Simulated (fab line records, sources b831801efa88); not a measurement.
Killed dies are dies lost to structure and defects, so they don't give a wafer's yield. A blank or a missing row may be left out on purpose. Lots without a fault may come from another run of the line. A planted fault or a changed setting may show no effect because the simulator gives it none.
Which tool did it? | flow gf180mcu | 6 lots, 18 wafers sampled, at 3 steps of a route of 602

WHAT THE GAUGES READ, wafer by wafer
GF_V3_CD_MEAS_14: target cd 260 nm.
lot  | measured     | on        | cd_nm (nm)
L869 | day 22 23:07 | cd_sem-02 | 259.7 259.6 260.0
L871 | day 23 20:16 | cd_sem-02 | 260.2 260.2 260.2
L873 | day 24 09:55 | cd_sem-02 | 259.7 260.4 258.7
L876 | day 25 15:16 | cd_sem-01 | 258.2 259.2 259.1
L885 | day 28 10:47 | cd_sem-02 | 267.5 267.7 267.7
L888 | day 29 05:28 | cd_sem-02 | 260.5 260.9 261.4

WHICH TOOL RAN EACH LOT (tool, then ch and the chambers of the sampled wafers, then the start)
lot  | GF_M3_SPUTTER_02             | GF_V3_EXPOSE_11
L869 | pvd_sputter-02, day 20 21:58 | krf_scanner-01 ch 0, day 22 11:19
L871 | pvd_sputter-04, day 21 21:58 | krf_scanner-02 ch 0, day 23 09:04
L873 | pvd_sputter-04, day 22 10:24 | krf_scanner-02 ch 0, day 23 22:36
L876 | pvd_sputter-01, day 23 17:50 | krf_scanner-02 ch 0, day 25 04:55
L885 | pvd_sputter-02, day 26 16:44 | krf_scanner-02 ch 0, day 28 00:50
L888 | pvd_sputter-04, day 27 13:29 | krf_scanner-01 ch 0, day 28 20:13
- GF_M3_SPUTTER_02: material AlCu, target thk 450 nm, time 23.9 s.
- GF_V3_EXPOSE_11: exposes mask Via3, target cd 260 nm.

THE ANSWER, worked out from the rows above alone
Rule: what is usual is taken from the lots themselves. Put in order of their means at a reading, lots are off if they are a third of the lots or fewer, leave a main group of 4 or more, and stand apart from it by a gap of 3 or more times the standard deviation of the main group's means; of several such gaps the widest counts. A main group whose means are all the same, to the digits that the tables above print for the reading, isn't used. A lot without any number at a reading at which 4 lots or more have one is off too. The other lots that the step has rows for count as sound.
Off: L885, at GF_V3_CD_MEAS_14 (cd_nm). The main group: mean 259.9 nm, standard deviation 0.69.
A tool fits if, at a process step before that reading, it ran every lot that is off, and no sound lot after the first of them. The gauges at GF_V3_CD_MEAS_14 are tried like those tools. Can't be told from this: 2 tools fit, pvd_sputter-02 at GF_M3_SPUTTER_02, krf_scanner-02 at GF_V3_EXPOSE_11.

WHAT THE SIMULATOR HAD PUT IN
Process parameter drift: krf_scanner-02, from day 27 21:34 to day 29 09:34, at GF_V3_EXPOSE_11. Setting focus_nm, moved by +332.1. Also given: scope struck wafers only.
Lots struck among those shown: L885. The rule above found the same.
